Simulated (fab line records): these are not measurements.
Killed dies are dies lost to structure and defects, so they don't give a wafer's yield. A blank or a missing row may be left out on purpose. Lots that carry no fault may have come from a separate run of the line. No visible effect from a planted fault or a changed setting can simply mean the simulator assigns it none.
Chamber matching :: flow sky130 :: SKY_PASSIVATION_CVD_00 on pecvd-03 has 3 sister chambers
The step deposits SiO2, target thk 90 nm. 16 wafers are shown with their chamber, then 8 later ones without.

## WAFERS WITH THEIR CHAMBER
wafer: L385.3
chamber: 2
heater_power_w (W): 752

wafer: L385.5
chamber: 2
heater_power_w (W): 742

wafer: L385.6
chamber: 0
heater_power_w (W): 857

wafer: L386.1
chamber: 0
heater_power_w (W): 837

wafer: L386.4
chamber: 1
heater_power_w (W): 818

wafer: L386.6
chamber: 0
heater_power_w (W): 875

wafer: L387.3
chamber: 1
heater_power_w (W): 728

wafer: L387.5
chamber: 0
heater_power_w (W): 866

wafer: L387.6
chamber: 1
heater_power_w (W): 727

wafer: L388.1
chamber: 1
heater_power_w (W): 859

wafer: L388.3
chamber: 2
heater_power_w (W): 673

wafer: L388.4
chamber: 0
heater_power_w (W): 845

wafer: L389.1
chamber: 1
heater_power_w (W): 802

wafer: L389.2
chamber: 2
heater_power_w (W): 823

wafer: L389.4
chamber: 1
heater_power_w (W): 817

wafer: L400.1
chamber: 0
heater_power_w (W): 844

SIGNATURES (averages over the wafers above)
reading: heater_power_w
chamber 0: 854.00
chamber 1: 791.83
chamber 2: 747.50
scatter within a chamber: 45.2
Rule: for each reading, subtract the chamber's mean from the wafer's reading, divide by that reading's scatter and square the result; add these up over the readings and take the root, which gives the wafer's distance from the chamber. If the next closest chamber is less than 2 further off than the closest, the wafer can't be placed; otherwise it belongs to the closest. The scatter is the square root of a quotient: the sum, over the shown wafers, of each reading's squared deviation from its chamber's mean, divided by wafers minus chambers.

## WAFERS MISSING THEIR CHAMBER
wafer: L400.2
heater_power_w (W): 800

wafer: L400.3
heater_power_w (W): 726

wafer: L401.1
heater_power_w (W): 845

wafer: L401.4
heater_power_w (W): 686

wafer: L401.6
heater_power_w (W): 869

wafer: L404.1
heater_power_w (W): 828

wafer: L404.2
heater_power_w (W): 708

wafer: L404.4
heater_power_w (W): 819

## THE CHAMBER EACH PASSED THROUGH
wafer: L400.2
from the rows above: can't be placed: 1 or 2 or 0
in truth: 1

wafer: L400.3
from the rows above: can't be placed: 2 or 1
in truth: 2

wafer: L401.1
from the rows above: can't be placed: 0 or 1 or 2
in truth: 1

wafer: L401.4
from the rows above: can't be placed: 2 or 1
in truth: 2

wafer: L401.6
from the rows above: can't be placed: 0 or 1
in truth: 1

wafer: L404.1
from the rows above: can't be placed: 0 or 1 or 2
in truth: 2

wafer: L404.2
from the rows above: can't be placed: 2 or 1
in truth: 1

wafer: L404.4
from the rows above: can't be placed: 1 or 0 or 2
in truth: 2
Correct placement for 0 of the 8. Not placeable from these rows: 8 (in 8, the candidates include the true chamber). Wrongly placed: 0.
